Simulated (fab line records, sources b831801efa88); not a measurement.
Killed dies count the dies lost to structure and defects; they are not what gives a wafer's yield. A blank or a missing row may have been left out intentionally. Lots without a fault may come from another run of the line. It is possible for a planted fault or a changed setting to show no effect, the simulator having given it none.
Which tool was responsible? + flow sky130 + 33 wafers from 11 lots sampled at 4 of the route's 708 steps

WHAT EACH GAUGE READ, for each wafer
SKY_METAL2_RS_MEAS_05: measures by four-point-probe.
| lot  | measured     | on            | METAL2_ALCU_RS (ohm/sq) |
|------|--------------|---------------|-------------------------|
| L284 | day 34 03:44 | film_metro-03 | 0.1265 0.1263 0.1260    |
| L287 | day 34 22:11 | film_metro-01 | 0.1263 0.1277 0.1266    |
| L292 | day 36 23:40 | film_metro-01 | 0.1279 0.1284 0.1276    |
| L291 | day 37 01:54 | film_metro-01 | 0.1292 0.1269 0.1277    |
| L293 | day 37 03:32 | film_metro-03 | 0.1245 0.1261 0.1260    |
| L297 | day 38 04:43 | film_metro-03 | 0.1262 0.1287 0.1281    |
| L298 | day 38 11:22 | film_metro-01 | 0.1284 0.1281 0.1273    |
| L299 | day 38 14:25 | film_metro-04 | 0.1147 0.1141 0.1149    |
| L300 | day 38 20:53 | film_metro-01 | 0.1125 0.1143 0.1149    |
| L301 | day 39 03:40 | film_metro-01 | 0.1243 0.1254 0.1253    |
| L307 | day 40 20:35 | film_metro-01 | 0.1244 0.1259 0.1249    |

WHAT TOOL EACH LOT RAN ON (gives the tool, then ch and the chambers of the sampled wafers, and finally the start)
| lot  | SKY_VIA1_SPUTTER_20          | SKY_METAL2_SPUTTER_02        | SKY_METAL2_SPUTTER_03        |
|------|------------------------------|------------------------------|------------------------------|
| L284 | pvd_sputter-02, day 34 02:58 | pvd_sputter-01, day 34 03:39 | pvd_sputter-01, day 34 03:40 |
| L287 | pvd_sputter-04, day 34 21:22 | pvd_sputter-01, day 34 22:02 | pvd_sputter-01, day 34 22:04 |
| L292 | pvd_sputter-01, day 36 22:50 | pvd_sputter-03, day 36 23:31 | pvd_sputter-03, day 36 23:32 |
| L291 | pvd_sputter-01, day 37 01:07 | pvd_sputter-03, day 37 01:49 | pvd_sputter-03, day 37 01:50 |
| L293 | pvd_sputter-02, day 37 02:45 | pvd_sputter-04, day 37 03:26 | pvd_sputter-04, day 37 03:28 |
| L297 | pvd_sputter-04, day 38 03:55 | pvd_sputter-01, day 38 04:36 | pvd_sputter-01, day 38 04:37 |
| L298 | pvd_sputter-01, day 38 10:34 | pvd_sputter-03, day 38 11:15 | pvd_sputter-03, day 38 11:16 |
| L299 | pvd_sputter-01, day 38 13:38 | pvd_sputter-03, day 38 14:19 | pvd_sputter-03, day 38 14:20 |
| L300 | pvd_sputter-02, day 38 20:05 | pvd_sputter-03, day 38 20:46 | pvd_sputter-03, day 38 20:47 |
| L301 | pvd_sputter-04, day 39 02:31 | pvd_sputter-01, day 39 03:32 | pvd_sputter-01, day 39 03:33 |
| L307 | pvd_sputter-02, day 40 19:49 | pvd_sputter-01, day 40 20:30 | pvd_sputter-01, day 40 20:32 |
- SKY_VIA1_SPUTTER_20: material TiN, target thk 20 nm, time 80 s.
- SKY_METAL2_SPUTTER_02: material AlCu, target thk 250 nm, time 13.3 s.
- SKY_METAL2_SPUTTER_03: material Ti, target thk 5 nm, time 3.3 s.

THE ANSWER, worked out from the rows above alone
Rule: usual is defined by the lots themselves. The widest of any qualifying gaps counts: lots, ordered by their means at a reading, are off when they make up no more than a third of the lots, leave a main group of 4 or more, and stand apart from it by 3 or more times the standard deviation of that group's means. A main group is skipped when, at the precision printed for the reading in the tables above, its means are all equal. Also off: a lot with no number at a reading for which 4 or more lots have one. All remaining lots with rows at the step are treated as sound.
Off: L299, L300, seen at SKY_METAL2_RS_MEAS_05 (METAL2_ALCU_RS). The main group has a mean of 0.1267 ohm/sq with a standard deviation of 0.0012.
If a tool, at a process step before that reading, ran all the lots that are off and no sound lot after the first of them, it fits. Those tools and the gauges at SKY_METAL2_RS_MEAS_05 are tried in the same way. One fits: pvd_sputter-03 at SKY_METAL2_SPUTTER_02 and SKY_METAL2_SPUTTER_03. At SKY_METAL2_SPUTTER_02 its last sound lot is L298 (day 38 11:15), its first lot that is off L299 (day 38 14:19): a fault that began between those two fits.

WHAT THE SIMULATOR HAD PUT IN
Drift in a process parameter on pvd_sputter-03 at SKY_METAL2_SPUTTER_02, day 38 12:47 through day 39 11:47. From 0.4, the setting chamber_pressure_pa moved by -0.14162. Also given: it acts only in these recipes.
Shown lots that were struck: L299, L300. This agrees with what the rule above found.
